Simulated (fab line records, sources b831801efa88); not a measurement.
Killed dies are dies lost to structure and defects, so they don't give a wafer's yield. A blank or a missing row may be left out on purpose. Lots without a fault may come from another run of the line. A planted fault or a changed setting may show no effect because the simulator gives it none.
Problem report in the 8D (eight disciplines) form, filled by code | flow sky130 | the parts of the form that need people (team, actions taken, sign-off) are left out

1. THE PROBLEM
chamber_pressure_pa at SKY_VIA3_SPUTTER_20 reads a mean of 4.490 Pa on 2 wafers of 2 lots; wafers without a fault read 4.999 Pa with a standard deviation of 0.0099. That is -51 standard deviations from the usual mean.
The step: material TiN, target thk 20 nm, time 80 s.
First seen on wafer L795.2, day 45 12:58, on pvd_sputter-04. The record holds 18 wafers of 6 lots with a number at this step. Rule for "out", or "out of limits": more than 4 standard deviations from the usual mean. The other wafers with a number count as sound.

2. WHAT IT IS AND WHAT IT IS NOT
question                    | is                  | is not
which readings at this step | chamber_pressure_pa | -
which lots                  | L795, L797          | L774, L781, L784, L789
which wafers of those lots  | L795.2, L797.4      | L795.1, L795.4, L797.2, L797.6
read on which tools         | pvd_sputter-04      | -
when                        | from day 45 12:58   | up to then (14 sound wafers); but 2 sound wafers of L797 came after

3. SUSPECTS, AND WHAT RULES EACH OUT
Counting: a tool at a process step up to the reading stays a suspect if it ran every lot that is out. Sound lots after the first of them don't rule it out here, since some wafers of a struck lot are sound.
- pvd_sputter-04 at SKY_VIA3_SPUTTER_20 (material TiN, target thk 20 nm, time 80 s): kept. It ran every lot that is out, first L795 (day 45 12:58); its last sound lot up to then is L789 (day 44 02:42). Its own readings are out on those wafers: chamber_pressure_pa.
Left after counting: pvd_sputter-04 at SKY_VIA3_SPUTTER_20.

4. THE CAUSE (what the simulator had put in)
Process parameter drift: pvd_sputter-04, from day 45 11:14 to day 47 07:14, at SKY_VIA3_SPUTTER_20. Setting chamber_pressure_pa, moved by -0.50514, from 5. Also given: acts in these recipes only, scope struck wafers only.
Counting left only this tool.

5. THE CHAIN OF EFFECTS, in route order
Each row: a reading whose mean over the struck wafers that have a number lies more than 3 standard deviations from the usual. Only readings for which the record gives a usual standard deviation are gone through. hours: the time from each lot's start at the first step in this table that gives one to its start at this step, as a median over the lots. sigmas: the change in usual standard deviations.
hours | step                | reading             | usual    | on struck wafers | change | sigmas
0     | SKY_VIA3_SPUTTER_20 | chamber_pressure_pa | 4.999 Pa | 4.490            | -0.509 | -51
The process steps in it:
- SKY_VIA3_SPUTTER_20: material TiN, target thk 20 nm, time 80 s.

6. WHAT WOULD HAVE CAUGHT IT SOONER
In this record the first reading out of limits was taken at day 45 12:58, 2 hours after the fault began at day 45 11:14.
